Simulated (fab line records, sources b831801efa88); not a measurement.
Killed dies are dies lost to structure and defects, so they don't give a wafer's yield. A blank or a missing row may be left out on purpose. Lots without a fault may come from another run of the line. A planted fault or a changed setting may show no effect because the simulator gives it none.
fab line records | flow sky130 | part 1 of 2: steps 1 to 36 of 50
record lots=5 wafers=15 last_day=49
route steps=708 shown SD_P@323 RES_XHIGH@332 SD_N@342 SALICIDE@361 LI_CONTACT@362
lots that met no fault: from a run of the same line without faults
start_h: hours from the record's first day to the start of the lot's first wafer shown | wait_h: hours since the lot's step before | " the same as in the row above | L1.1+2: a row that stands for several wafers | - no value, or no start given | * or withheld: withheld | < > ~ a bound
route shown NAME@n: a module of which the file shows steps, and the number in the route of the first | usual: mean/standard deviation of fault-free wafers | same: alike in all rows | chamber/n: place in a boat | sites: the reading at each site | _std_site: their standard deviation | _edge_site: outer sites' mean less inner sites' | radius_mm: how far each site lies from the wafer's centre | mask NAME#n: copy n | behind: the tool/chamber that last shaped the wafer | hold: why the lot was held/for how many hours/how that ended | device: the transistor (n, p or np) that didn't switch | end of line: the same wafers' tests at the end of the route | a step without rows: its recipe alone | killed: dies lost to structure and defects at the first sort, not the wafer's yield | map: a wafer's dies, x killed, . not, _ none there
set.NAME: the setting as run; set.NAME@STEP: as run at that earlier step | model.NAME: the simulator's own value behind a step, which no gauge read
lots at some steps of the route; a table a step, a row a wafer
services: from which hour (start_h, from the record's first day; less than 0 if before it) a tool's chamber was out of use, for how many hours, and why
## steps
# step SKY_SD_P_SOFTBAKE_03
# recipe temp_c=90 time_s=60 resist=NOVOLAK
# columns lot.wafer tool chamber start_h wait_h
L083.3+4+5 litho_track-04 0 654.60 0.1
L088.1+3+4 litho_track-04 0 698.75 0.1
L090.1+2+5 litho_track-04 0 727.80 0.1
L091.3+4+6 litho_track-01 0 729.21 0.1
L093.2+5+6 litho_track-04 0 733.52 0.1
# step SKY_SD_P_EXPOSE_04
# recipe mask_id=PSDM na=0.6 source_shape=conventional sigma_outer=0.6 polarization=unpolarized target_cd_nm=380 dose_mj=138
# columns lot.wafer tool chamber start_h wait_h mask
L083.3+4+5 iline_stepper-01 0 - - PSDM#0
L088.1+3+4 iline_stepper-01 0 - - PSDM#0
L090.1+2+5 iline_stepper-02 0 - - PSDM#0
L091.3+4+6 iline_stepper-01 0 - - PSDM#0
L093.2+5+6 iline_stepper-01 0 - - PSDM#0
# step SKY_SD_P_PEB_05
# recipe temp_c=withheld time_s=* resist=NOVOLAK
# columns lot.wafer tool chamber start_h wait_h
L083.3+4+5 litho_track-04 0 - -
L088.1+3+4 litho_track-04 0 - -
L090.1+2+5 litho_track-04 0 - -
L091.3+4+6 litho_track-03 0 - -
L093.2+5+6 litho_track-03 0 - -
# step SKY_SD_P_DEVELOP_06
# recipe resist=NOVOLAK developer=TMAH develop_time_s=60 dev_temp_c=23
# columns lot.wafer tool chamber start_h wait_h
L083.3+4+5 litho_track-04 0 668.60 0.1
L088.1+3+4 litho_track-04 0 712.70 0.1
L090.1+2+5 litho_track-04 0 740.95 0.1
L091.3+4+6 litho_track-03 0 742.13 0.1
L093.2+5+6 litho_track-03 0 747.20 0.1
# step SKY_SD_P_CD_MEAS_07
# recipe target_cd_nm=380
# usual cd_nm=380.8/2.6
# columns lot.wafer tool chamber start_h wait_h cd_nm
L083.3 cd_sem-02 - 668.74 0.1 383.6
L083.4 " - " " 384.9
L083.5 " - " " 386.4
L088.1 cd_sem-01 - 712.85 0.1 378.8
L088.3 " - " " 377.2
L088.4 " - " " 375.6
L090.1 cd_sem-02 - 741.10 0.1 381.7
L090.2 " - " " 385.4
L090.5 " - " " 386.4
L091.3 cd_sem-02 - 742.27 0.1 377.2
L091.4 " - " " 375.0
L091.6 " - " " 374.4
L093.2 cd_sem-02 - 747.35 0.1 381.5
L093.5 " - " " 381.7
L093.6 " - " " 381.9
# step SKY_SD_P_OVL_MEAS_08
# usual SD_P_OVL=1.1/1.4
# columns lot.wafer tool chamber start_h wait_h SD_P_OVL[nm]
L083.3 overlay-01 - 668.83 0.1 2.3
L083.4 " - " " 1.2
L083.5 " - " " 1.9
L088.1 overlay-01 - 712.97 0.1 1.9
L088.3 " - " " 1.9
L088.4 " - " " 0.8
L090.1 overlay-01 - 741.22 0.1 1.1
L090.2 " - " " 2.6
L090.5 " - " " 3.7
L091.3 overlay-01 - 742.36 0.1 -1.0
L091.4 " - " " -2.6
L091.6 " - " " -0.8
L093.2 overlay-01 - 747.45 0.1 1.1
L093.5 " - " " -0.1
L093.6 " - " " 3.0
# step SKY_SD_P_IMPLANT_09
# recipe species=BF2 energy_kev=20 dose_cm2=3e+15 tilt_deg=0
# columns lot.wafer tool chamber start_h wait_h
L083.3+4+5 implanter-01 0 668.90 0.1
L088.1+3+4 implanter-02 0 713.00 0.0
L090.1+2+5 implanter-02 0 741.25 0.0
L091.3+4+6 implanter-01 0 742.43 0.1
L093.2+5+6 implanter-02 0 747.51 0.0
# step SKY_SD_P_STRIP_10
# recipe chemistry=O2/N2 power_w=1400 pressure_mtorr=1500 platen_temp_c=withheld o2_flow_sccm=3000 n2_flow_sccm=300 overash_fraction=0.5
# usual drypump_motor_current_A=5.85/0.26 oes_product_au=0.617/0.0046 strip_time_to_endpoint_s=17.48/0.035
# columns lot.wafer tool chamber start_h wait_h drypump_motor_current_A oes_product_au rf_hours_counter_h strip_time_to_endpoint_s
L083.3 plasma_asher-02 1 669.04 0.1 6.09 0.622 - 17.42
L083.4 " 0 " " 5.76 0.611 - 17.40
L083.5 " 1 " " 6.07 0.625 - 17.43
L088.1 plasma_asher-02 1 713.15 0.1 6.11 0.614 100 17.45
L088.3 " 0 " " 5.73 0.624 - 17.50
L088.4 " 1 " " 6.06 0.615 - 17.48
L090.1 plasma_asher-01 1 741.40 0.1 5.64 0.615 95 17.46
L090.2 " 0 " " 6.18 0.624 95 17.43
L090.5 " 0 " " 6.16 0.615 - 17.46
L091.3 plasma_asher-01 1 742.56 0.1 5.71 0.617 - 17.49
L091.4 " 0 " " 6.14 0.613 - 17.51
L091.6 " 1 " " 5.65 0.616 - 17.55
L093.2 plasma_asher-01 0 747.63 0.1 6.15 0.618 96 17.55
L093.5 " 0 " " 6.15 0.616 - 17.53
L093.6 " 1 " " 5.65 0.616 - 17.50
# step SKY_SD_P_TW_MEAS_11
# usual SD_P_TW=2823/21
# columns lot.wafer tool chamber start_h wait_h SD_P_TW
L083.3 film_metro-01 - 669.12 0.1 2829
L083.4 " - " " 2817
L083.5 " - " " 2835
L088.1 film_metro-03 - 713.25 0.1 2868
L088.3 " - " " 2859
L088.4 " - " " 2852
L090.1 film_metro-01 - 741.50 0.1 2798
L090.2 " - " " 2791
L090.5 " - " " 2781
L091.3 film_metro-04 - 742.65 0.1 2800
L091.4 " - " " 2819
L091.6 " - " " 2815
L093.2 film_metro-04 - 747.74 0.1 2804
L093.5 " - " " 2820
L093.6 " - " " 2809
# step SKY_RES_XHIGH_DEHYDRATE_00
# recipe temp_c=200 time_s=60
# columns lot.wafer tool chamber start_h wait_h
L083.3+4+5 litho_track-02 0 682.76 13.6
L088.1+3+4 litho_track-03 0 726.58 13.3
L090.1+2+5 litho_track-04 0 754.65 13.1
L091.3+4+6 litho_track-02 0 755.36 12.7
L093.2+5+6 litho_track-03 0 760.20 12.4
# step SKY_RES_XHIGH_HMDS_01
# recipe prime_time_s=60 prime_temp_c=120
# columns lot.wafer tool chamber start_h wait_h
L083.3+4+5 litho_track-02 0 682.91 0.1
L088.1+3+4 litho_track-03 0 726.73 0.1
L090.1+2+5 litho_track-04 0 754.80 0.1
L091.3+4+6 litho_track-02 0 755.51 0.1
L093.2+5+6 litho_track-03 0 760.35 0.1
# step SKY_RES_XHIGH_COAT_02
# recipe resist=NOVOLAK spin_rpm=3000 resist_thk_nm=1140
# columns lot.wafer tool chamber start_h wait_h
L083.3+4+5 litho_track-02 0 683.06 0.1
L088.1+3+4 litho_track-03 0 726.88 0.1
L090.1+2+5 litho_track-04 0 754.95 0.1
L091.3+4+6 litho_track-02 0 755.66 0.1
L093.2+5+6 litho_track-03 0 760.50 0.1
# step SKY_RES_XHIGH_SOFTBAKE_03
# recipe temp_c=90 time_s=60 resist=NOVOLAK
# columns lot.wafer tool chamber start_h wait_h
L083.3+4+5 litho_track-02 0 683.21 0.1
L088.1+3+4 litho_track-03 0 727.03 0.1
L090.1+2+5 litho_track-04 0 755.10 0.1
L091.3+4+6 litho_track-02 0 755.81 0.1
L093.2+5+6 litho_track-03 0 760.65 0.1
# step SKY_RES_XHIGH_EXPOSE_04
# recipe mask_id=URPM na=0.6 source_shape=conventional sigma_outer=0.6 polarization=unpolarized target_cd_nm=1270 dose_mj=140
# columns lot.wafer tool chamber start_h wait_h mask
L083.3+4+5 iline_stepper-01 0 - - URPM#0
L088.1+3+4 iline_stepper-01 0 - - URPM#0
L090.1+2+5 iline_stepper-02 0 - - URPM#0
L091.3+4+6 iline_stepper-01 0 - - URPM#0
L093.2+5+6 iline_stepper-02 0 - - URPM#0
# step SKY_RES_XHIGH_PEB_05
# recipe temp_c=withheld time_s=* resist=NOVOLAK
# columns lot.wafer tool chamber start_h wait_h
L083.3+4+5 litho_track-02 0 - -
L088.1+3+4 litho_track-03 0 - -
L090.1+2+5 litho_track-02 0 - -
L091.3+4+6 litho_track-03 0 - -
L093.2+5+6 litho_track-04 0 - -
# step SKY_RES_XHIGH_DEVELOP_06
# recipe resist=NOVOLAK developer=TMAH develop_time_s=60 dev_temp_c=22.05
# columns lot.wafer tool chamber start_h wait_h
L083.3+4+5 litho_track-02 0 696.96 0.1
L088.1+3+4 litho_track-03 0 740.08 0.1
L090.1+2+5 litho_track-02 0 768.26 0.1
L091.3+4+6 litho_track-03 0 769.48 0.1
L093.2+5+6 litho_track-04 0 774.37 0.1
# step SKY_RES_XHIGH_IMPLANT_07
# recipe species=BF2 energy_kev=20 dose_cm2=3.6e+14 tilt_deg=0
# columns lot.wafer tool chamber start_h wait_h
L083.3+4+5 implanter-04 0 697.11 0.1
L088.1+3+4 implanter-04 0 740.23 0.1
L090.1+2+5 implanter-03 0 768.41 0.1
L091.3+4+6 implanter-04 0 769.63 0.1
L093.2+5+6 implanter-01 0 774.52 0.1
# step SKY_RES_XHIGH_STRIP_08
# recipe chemistry=O2/N2 power_w=1400 pressure_mtorr=1500 platen_temp_c=withheld o2_flow_sccm=3000 n2_flow_sccm=300 overash_fraction=0.5
# usual drypump_motor_current_A=5.8/0.35 oes_product_au=0.711/0.0046 strip_time_to_endpoint_s=14.27/0.032
# columns lot.wafer tool chamber start_h wait_h drypump_motor_current_A oes_product_au rf_hours_counter_h strip_time_to_endpoint_s
L083.3 plasma_asher-04 0 697.24 0.1 6.2 0.700 - 14.31
L083.4 " 1 " " 4.8 0.709 - 14.30
L083.5 " 0 " " 6.3 0.711 - 14.29
L088.1 plasma_asher-01 0 740.38 0.1 6.1 0.704 95 14.26
L088.3 " 1 " " 5.6 0.716 - 14.30
L088.4 " 0 " " 6.1 0.713 - 14.27
L090.1 plasma_asher-02 1 768.56 0.1 6.0 0.709 2 14.27
L090.2 " 0 " " 5.8 0.718 2 14.27
L090.5 " 1 " " 6.1 0.711 - 14.29
L091.3 plasma_asher-02 0 769.76 0.1 5.8 0.712 - 14.32
L091.4 " 1 " " 6.1 0.714 - 14.25
L091.6 " 0 " " 5.8 0.710 - 14.33
L093.2 plasma_asher-02 1 774.65 0.1 6.1 0.707 3 14.23
L093.5 " 0 " " 5.8 0.708 - 14.25
L093.6 " 1 " " 6.1 0.718 - 14.26
# step SKY_RES_XHIGH_TW_MEAS_09
# usual RES_XHIGH_TW=1637/19
# columns lot.wafer tool chamber start_h wait_h RES_XHIGH_TW
L083.3 film_metro-04 - 697.33 0.1 1639
L083.4 " - " " 1635
L083.5 " - " " 1640
L088.1 film_metro-04 - 740.48 0.1 1614
L088.3 " - " " 1622
L088.4 " - " " 1624
L090.1 film_metro-01 - 768.66 0.1 1621
L090.2 " - " " 1629
L090.5 " - " " 1624
L091.3 film_metro-04 - 769.85 0.1 1619
L091.4 " - " " 1608
L091.6 " - " " 1618
L093.2 film_metro-03 - 774.76 0.1 1674
L093.5 " - " " 1674
L093.6 " - " " 1671
# step SKY_SD_N_DEHYDRATE_00
# recipe temp_c=200 time_s=60
# columns lot.wafer tool chamber start_h wait_h
L083.3+4+5 litho_track-02 0 711.56 14.2
L088.1+3+4 litho_track-04 0 753.10 12.6
L090.1+2+5 litho_track-04 0 781.80 13.1
L091.3+4+6 litho_track-02 0 783.21 13.4
L093.2+5+6 litho_track-01 0 787.13 12.4
# step SKY_SD_N_HMDS_01
# recipe prime_time_s=60 prime_temp_c=120
# columns lot.wafer tool chamber start_h wait_h
L083.3+4+5 litho_track-02 0 711.71 0.1
L088.1+3+4 litho_track-04 0 753.25 0.1
L090.1+2+5 litho_track-04 0 781.95 0.1
L091.3+4+6 litho_track-02 0 783.36 0.1
L093.2+5+6 litho_track-01 0 787.28 0.1
# step SKY_SD_N_COAT_02
# recipe resist=NOVOLAK spin_rpm=3000 resist_thk_nm=1140
# columns lot.wafer tool chamber start_h wait_h
L083.3+4+5 litho_track-02 0 711.86 0.1
L088.1+3+4 litho_track-04 0 753.40 0.1
L090.1+2+5 litho_track-04 0 782.10 0.1
L091.3+4+6 litho_track-02 0 783.51 0.1
L093.2+5+6 litho_track-01 0 787.43 0.1
# step SKY_SD_N_SOFTBAKE_03
# recipe temp_c=90 time_s=60 resist=NOVOLAK
# columns lot.wafer tool chamber start_h wait_h
L083.3+4+5 litho_track-02 0 712.01 0.1
L088.1+3+4 litho_track-04 0 753.55 0.1
L090.1+2+5 litho_track-04 0 782.25 0.1
L091.3+4+6 litho_track-02 0 783.66 0.1
L093.2+5+6 litho_track-01 0 787.58 0.1
# step SKY_SD_N_EXPOSE_04
# recipe mask_id=NSDM na=0.6 source_shape=conventional sigma_outer=0.6 polarization=unpolarized target_cd_nm=380 dose_mj=141
# columns lot.wafer tool chamber start_h wait_h mask
L083.3+4+5 iline_stepper-02 0 - - NSDM#0
L088.1+3+4 iline_stepper-01 0 - - NSDM#0
L090.1+2+5 iline_stepper-02 0 - - NSDM#0
L091.3+4+6 iline_stepper-02 0 - - NSDM#0
L093.2+5+6 iline_stepper-01 0 - - NSDM#0
# step SKY_SD_N_PEB_05
# recipe temp_c=withheld time_s=* resist=NOVOLAK
# columns lot.wafer tool chamber start_h wait_h
L083.3+4+5 litho_track-01 0 - -
L088.1+3+4 litho_track-04 0 - -
L090.1+2+5 litho_track-01 0 - -
L091.3+4+6 litho_track-02 0 - -
L093.2+5+6 litho_track-02 0 - -
# step SKY_SD_N_DEVELOP_06
# recipe resist=NOVOLAK developer=TMAH develop_time_s=60 dev_temp_c=23
# columns lot.wafer tool chamber start_h wait_h
L083.3+4+5 litho_track-01 0 725.86 0.1
L088.1+3+4 litho_track-04 0 766.15 0.1
L090.1+2+5 litho_track-01 0 794.51 0.1
L091.3+4+6 litho_track-02 0 796.26 0.1
L093.2+5+6 litho_track-02 0 800.03 0.1
# step SKY_SD_N_CD_MEAS_07
# recipe target_cd_nm=380
# usual cd_nm=380.4/2.2
# columns lot.wafer tool chamber start_h wait_h cd_nm
L083.3 cd_sem-01 - 726.00 0.1 380.4
L083.4 " - " " 379.1
L083.5 " - " " 379.1
L088.1 cd_sem-01 - 766.30 0.1 380.8
L088.3 " - " " 380.4
L088.4 " - " " 380.1
L090.1 cd_sem-01 - 794.66 0.1 382.5
L090.2 " - " " 386.8
L090.5 " - " " 384.4
L091.3 cd_sem-02 - 796.40 0.1 380.5
L091.4 " - " " 382.6
L091.6 " - " " 383.4
L093.2 cd_sem-02 - 800.18 0.1 379.7
L093.5 " - " " 381.5
L093.6 " - " " 382.1
# step SKY_SD_N_OVL_MEAS_08
# usual SD_N_OVL=-0.6/1.4
# columns lot.wafer tool chamber start_h wait_h SD_N_OVL[nm]
L083.3 overlay-02 - 726.09 0.1 -1.2
L083.4 " - " " -0.7
L083.5 " - " " -0.4
L088.1 overlay-01 - 766.42 0.1 -1.0
L088.3 " - " " -1.1
L088.4 " - " " -0.3
L090.1 overlay-02 - 794.78 0.1 -0.6
L090.2 " - " " -3.5
L090.5 " - " " -3.1
L091.3 overlay-02 - 796.49 0.1 -0.1
L091.4 " - " " -1.5
L091.6 " - " " -1.5
L093.2 overlay-02 - 800.28 0.1 -1.6
L093.5 " - " " -1.9
L093.6 " - " " -0.7
# step SKY_SD_N_IMPLANT_09
# recipe species=As energy_kev=50 dose_cm2=4e+15 tilt_deg=0
# columns lot.wafer tool chamber start_h wait_h
L083.3+4+5 implanter-01 0 726.17 0.1
L088.1+3+4 implanter-02 0 766.45 0.0
L090.1+2+5 implanter-01 0 794.82 0.0
L091.3+4+6 implanter-04 0 796.56 0.1
L093.2+5+6 implanter-02 0 800.34 0.0
# step SKY_SD_N_IMPLANT_10
# recipe species=P energy_kev=20 dose_cm2=1e+14 tilt_deg=0
# columns lot.wafer tool chamber start_h wait_h
L083.3+4+5 implanter-01 0 726.32 0.1
L088.1+3+4 implanter-02 0 766.60 0.1
L090.1+2+5 implanter-01 0 794.97 0.1
L091.3+4+6 implanter-04 0 796.71 0.1
L093.2+5+6 implanter-02 0 800.49 0.1
# step SKY_SD_N_STRIP_11
# recipe chemistry=O2/N2 power_w=1400 pressure_mtorr=1500 platen_temp_c=withheld o2_flow_sccm=3000 n2_flow_sccm=300 overash_fraction=0.5
# usual drypump_motor_current_A=5.6/0.54 oes_product_au=0.527/0.0043 strip_time_to_endpoint_s=22.55/0.038
# columns lot.wafer tool chamber start_h wait_h drypump_motor_current_A oes_product_au rf_hours_counter_h strip_time_to_endpoint_s
L083.3 plasma_asher-04 1 726.45 0.1 4.8 0.527 - 22.55
L083.4 " 0 " " 6.3 0.527 - 22.55
L083.5 " 1 " " 4.8 0.530 - 22.49
L088.1 plasma_asher-01 0 766.75 0.1 6.2 0.529 98 22.50
L088.3 " 1 " " 5.6 0.527 - 22.58
L088.4 " 0 " " 6.2 0.523 - 22.55
L090.1 plasma_asher-01 1 795.12 0.1 5.6 0.527 101 22.60
L090.2 " 0 " " 6.2 0.524 101 22.56
L090.5 " 0 " " 6.2 0.528 - 22.59
L091.3 plasma_asher-04 0 796.85 0.1 6.2 0.528 - 22.52
L091.4 " 1 " " 4.8 0.529 - 22.54
L091.6 " 1 " " 4.8 0.528 - 22.50
L093.2 plasma_asher-03 1 800.61 0.1 5.4 0.526 64 22.55
L093.5 " 0 " " 5.3 0.537 - 22.57
L093.6 " 1 " " 5.4 0.532 - 22.54
# step SKY_SD_N_TW_MEAS_12
# usual SD_N_TW=3961/40
# columns lot.wafer tool chamber start_h wait_h SD_N_TW
L083.3 film_metro-04 - 726.54 0.1 3953
L083.4 " - " " 3941
L083.5 " - " " 3922
L088.1 film_metro-01 - 766.85 0.1 3952
L088.3 " - " " 3975
L088.4 " - " " 3979
L090.1 film_metro-04 - 795.22 0.1 3915
L090.2 " - " " 3915
L090.5 " - " " 3918
L091.3 film_metro-04 - 796.93 0.1 3914
L091.4 " - " " 3932
L091.6 " - " " 3923
L093.2 film_metro-03 - 800.72 0.1 4035
L093.5 " - " " 3988
L093.6 " - " " 4004
# step SKY_SD_N_CLEAN_13
# recipe chemistry=SC1/SC2 mix=1:4:20 temp_c=70 time_s=150 dry=n2_spin
# columns lot.wafer tool chamber start_h wait_h
L083.3+4+5 wet_bench-04 3 726.58 0.0
L088.1+3+4 wet_bench-01 2 766.94 0.1
L090.1+2+5 wet_bench-01 1 795.28 0.1
L091.3+4+6 wet_bench-04 1 796.97 0.0
L093.2+5+6 wet_bench-04 0 800.77 0.0
# step SKY_SD_N_RTA_14
# recipe temp_c=1075 time_s=2 idle_temp_c=650 ramp_up_c_per_s=150 ramp_down_c_per_s=90 ambient=N2
# usual lamp_power_pct=15.74/0.056 wafer_temp_C_max=1077.8/1.2
# columns lot.wafer tool chamber start_h wait_h lamp_power_pct wafer_temp_C_max
L083.3 rtp_anneal-01 0 726.65 0.0 15.77 1079.6
L083.4 " 0 " " 15.73 1078.2
L083.5 " 0 " " 15.78 1079.2
L088.1 rtp_anneal-01 0 766.99 0.0 15.79 1076.7
L088.3 " 0 " " 15.72 1080.0
L088.4 " 0 " " 15.69 1077.0
L090.1 rtp_anneal-01 0 795.33 0.0 15.72 1077.3
L090.2 " 0 " " 15.74 1077.4
L090.5 " 0 " " 15.73 1077.3
L091.3 rtp_anneal-02 0 797.04 0.0 15.75 1079.8
L091.4 " 0 " " 15.79 1076.5
L091.6 " 0 " " 15.71 1079.2
L093.2 rtp_anneal-01 0 800.84 0.0 15.71 1077.9
L093.5 " 0 " " 15.67 1075.8
L093.6 " 0 " " 15.75 1076.8
# step SKY_SD_N_RS_MEAS_16
# recipe thk_meas_gauge=four-point-probe
# usual SD_N_RS=68.60/0.11
# columns lot.wafer tool chamber start_h wait_h SD_N_RS[ohm/sq]
L083.3 film_metro-03 - 726.85 0.1 68.58
L083.4 " - " " 68.52
L083.5 " - " " 68.61
L088.1 film_metro-01 - 767.16 0.1 68.72
L088.3 " - " " 68.83
L088.4 " - " " 68.66
L090.1 film_metro-01 - 795.50 0.1 68.65
L090.2 " - " " 68.72
L090.5 " - " " 68.69
L091.3 film_metro-01 - 797.24 0.1 68.70
L091.4 " - " " 68.62
L091.6 " - " " 68.54
L093.2 film_metro-04 - 801.02 0.1 68.52
L093.5 " - " " 68.62
L093.6 " - " " 68.47
# step SKY_SD_N_RS_MEAS_17
# recipe thk_meas_gauge=four-point-probe
# usual SD_P_RS=147.1/0.4
# columns lot.wafer tool chamber start_h wait_h SD_P_RS[ohm/sq]
L083.3 film_metro-03 - 726.97 0.1 146.9
L083.4 " - " " 147.3
L083.5 " - " " 147.3
L088.1 film_metro-01 - 767.28 0.1 146.9
L088.3 " - " " 147.5
L088.4 " - " " 147.4
L090.1 film_metro-01 - 795.62 0.1 147.9
L090.2 " - " " 148.4
L090.5 " - " " 147.9
L091.3 film_metro-01 - 797.36 0.1 147.0
L091.4 " - " " 147.1
L091.6 " - " " 147.2
L093.2 film_metro-04 - 801.14 0.1 146.9
L093.5 " - " " 147.0
L093.6 " - " " 146.5
